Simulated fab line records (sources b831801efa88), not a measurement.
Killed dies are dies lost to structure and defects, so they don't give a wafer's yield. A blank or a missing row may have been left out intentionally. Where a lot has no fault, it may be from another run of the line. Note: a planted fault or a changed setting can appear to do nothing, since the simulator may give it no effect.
Comparing a struck lot with a sound one + flow sky130 + 26 steps out of a route of 708
Sound: the wafers L160.2, L160.3, L160.5. Wafers struck: L166.2, L166.3, L166.4. Last of all comes the cause.
Each step with rows lists, per side, the tool, then ch with its chambers, then its first start. Under that, the readings that differ: sound wafers + struck wafers + difference of the means + sigmas: that difference in standard deviations of wafers without a fault.
alike: words and numbers the same on both sides, and readings whose means are apart by under 2 such deviations; not compared: readings that were withheld, readings missing a value for some wafer, numbers with overlapping values and no deviation given by the record, and bounds like >300 which may hide the same value.
Wherever a step has rows on one side only, a row that says differs or no value, or a row with sigmas, the two part there. When numbers do not overlap yet have no deviation, they are printed without sigmas and do not part them. Lack of a reading on every wafer of one side parts them only where that side has two or more wafers.

SKY_PWDE_TW_MEAS_10:
  sound: film metro-03 at day 3 22:15; struck: film metro-02 at day 5 10:46
  alike: PWDE_TW
then, 7 steps without rows for these wafers: SKY_NWELL_DEHYDRATE_03 (time 60 s); SKY_NWELL_HMDS_04 (prime time 60 s); SKY_NWELL_COAT_05 (resist thk 3000 nm); SKY_NWELL_SOFTBAKE_06; SKY_NWELL_EXPOSE_07 (exposes mask NWM, target cd 840 nm); SKY_NWELL_PEB_08; SKY_NWELL_DEVELOP_09 (develop time 60 s).
SKY_NWELL_OVL_MEAS_10:
  sound: overlay-02 at day 4 13:46; struck: overlay-02 at day 6 04:19
  alike: NWELL_00_OVL
then, 3 steps without rows for these wafers: SKY_NWELL_IMPLANT_11; SKY_NWELL_IMPLANT_12; SKY_NWELL_IMPLANT_13.
SKY_NWELL_STRIP_14: strips in O2/N2.
  sound on plasma asher-01 ch 0,1, day 4 14:14; struck on plasma asher-02 ch 0,1, day 6 04:47
| reading                                 | sound                | struck               | difference                    | sigmas |
|-----------------------------------------|----------------------|----------------------|-------------------------------|--------|
| chamber pressure mTorr (mTorr)          | 1497.8 1500.6 1500.2 | 1513.1 1512.5 1485.2 | +4.1                          | +3     |
| drypump motor current A (A)             | 6.3 6.3 6.2          | 4.9 5.7 4.9          | -1.1                          | -2     |
| oes product au (a.u.)                   | 0.722 0.716 0.735    | 0.790 0.930 0.946    | +0.164                        | +36    |
| strip time to endpoint s (s)            | 36.92 37.04 37.03    | - - -                | no value on the struck wafers |        |
| model.coat_of_NWELL_COAT_05.thk nm (nm) | 0 0 0                | 2456 2455 2459       | +2457                         |        |
  not compared: rf hours counter h
SKY_NWELL_TW_MEAS_15:
  sound: film metro-04 at day 4 14:21; struck: film metro-04 at day 6 04:54
  alike: NWELL_TW
then, 7 steps without rows for these wafers: SKY_NWELL_DEHYDRATE_16 (time 60 s); SKY_NWELL_HMDS_17 (prime time 60 s); SKY_NWELL_COAT_18 (resist thk 3000 nm); SKY_NWELL_SOFTBAKE_19; SKY_NWELL_EXPOSE_20 (exposes mask NWM COMPLEMENT, target cd 840 nm); SKY_NWELL_PEB_21; SKY_NWELL_DEVELOP_22 (develop time 60 s).
SKY_NWELL_OVL_MEAS_23:
  sound: overlay-01 at day 5 07:44; struck: overlay-01 at day 6 23:53
  alike: NWELL_01_OVL
after that, 1 step had no rows for these wafers: SKY_NWELL_IMPLANT_24.
SKY_NWELL_STRIP_25: strips in O2/N2.
  sound on plasma asher-04 ch 0, day 5 07:55; struck on plasma asher-04 ch 0,1, day 7 00:04
| reading                        | sound                | struck               | difference | sigmas      |
|--------------------------------|----------------------|----------------------|------------|-------------|
| chamber pressure mTorr (mTorr) | 1496.8 1498.0 1498.7 | 1501.6 1501.3 1501.0 | +3.5       | +2          |
| oes product au (a.u.)          | 0.716 0.718 0.724    | 0.724 0.735 0.728    | +0.010     | +2          |
| strip time to endpoint s (s)   | 37.05 36.85 36.91    | 73.23 73.18 73.30    | +36.30     | +99 or more |
  alike: drypump motor current A
  not compared: rf hours counter h
SKY_NWELL_TW_MEAS_26:
  sound: film metro-03 at day 5 08:02; struck: film metro-04 at day 7 00:10
| reading    | sound             | struck         | difference | sigmas      |
|------------|-------------------|----------------|------------|-------------|
| NWELL_2_TW | 490.9 493.2 492.6 | 30.1 30.0 29.8 | -462.3     | -99 or more |
then, 1 step without rows for these wafers: SKY_NWELL_CLEAN_27 (cleans in SC1/SC2, time 150 s).

== WHERE THEY PART ==
First at SKY_NWELL_STRIP_14; last, within this record, at SKY_NWELL_TW_MEAS_26.

WHY: what had been put in by the simulator
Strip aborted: plasma asher-02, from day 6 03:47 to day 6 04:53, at SKY_NWELL_STRIP_14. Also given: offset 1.
